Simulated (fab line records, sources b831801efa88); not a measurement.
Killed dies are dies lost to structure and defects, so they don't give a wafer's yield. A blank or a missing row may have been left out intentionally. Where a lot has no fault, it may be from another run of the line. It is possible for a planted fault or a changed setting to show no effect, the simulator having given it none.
The tool behind it: which one? -- flow sky130 -- 7 lots with 21 wafers sampled at 3 steps, on a route of 708 steps

WHAT THE GAUGES SHOWED, per wafer
SKY_NWELL_TW_MEAS_26.
lot,measured,on,NWELL_2_TW
L736,day 6 04:31,film_metro-02,499 499 498
L740,day 7 03:23,film_metro-03,499 497 494
L743,day 7 19:25,film_metro-03,498 498 496
L749,day 9 08:24,film_metro-03,494 493 497
L751,day 9 22:45,film_metro-03,30 30 30
L753,day 10 13:44,film_metro-01,496 495 497
L756,day 11 00:56,film_metro-03,499 502 500

EACH LOT AND THE TOOL THAT RAN IT (in order: tool; ch and the chambers of the sampled wafers; start)
lot,SKY_NWELL_STRIP_14,SKY_NWELL_STRIP_25
L736,"plasma_asher-03 ch 0, day 5 09:28","plasma_asher-01 ch 0,1, day 6 04:25"
L740,"plasma_asher-03 ch 0,1, day 6 07:35","plasma_asher-03 ch 0,1, day 7 03:17"
L743,"plasma_asher-03 ch 0, day 6 23:04","plasma_asher-02 ch 0,1, day 7 19:19"
L749,"plasma_asher-03 ch 0,1, day 8 10:06","plasma_asher-03 ch 0,1, day 9 08:19"
L751,"plasma_asher-03 ch 0,1, day 9 00:52","plasma_asher-02 ch 0,1, day 9 22:40"
L753,"plasma_asher-01 ch 0,1, day 9 14:25","plasma_asher-01 ch 0,1, day 10 13:39"
L756,"plasma_asher-03 ch 0,1, day 10 02:35","plasma_asher-02 ch 0,1, day 11 00:50"
- SKY_NWELL_STRIP_14: strips in O2/N2.
- SKY_NWELL_STRIP_25: strips in O2/N2.

THE ANSWER, worked out from the rows above alone
Rule: usual is defined by the lots themselves. Put in order of their means at a reading, lots are off if they are a third of the lots or fewer, leave a main group of 4 or more, and stand apart from it by a gap of 3 or more times the standard deviation of the main group's means; of several such gaps the widest counts. If all means in a main group match to the digits the tables above print for the reading, that group is not used. A lot without any number at a reading at which 4 lots or more have one is off too. All remaining lots with rows at the step are treated as sound.
Off: at SKY_NWELL_TW_MEAS_26 (NWELL_2_TW), L751. The main group has a mean of 497 with a standard deviation of 1.8.
A tool fits if, at a process step before that reading, it ran every lot that is off, and no sound lot after the first of them. The gauges at SKY_NWELL_TW_MEAS_26 are tried like those tools. None of those tried fits.

WHAT HAD BEEN PUT IN BY THE SIMULATOR
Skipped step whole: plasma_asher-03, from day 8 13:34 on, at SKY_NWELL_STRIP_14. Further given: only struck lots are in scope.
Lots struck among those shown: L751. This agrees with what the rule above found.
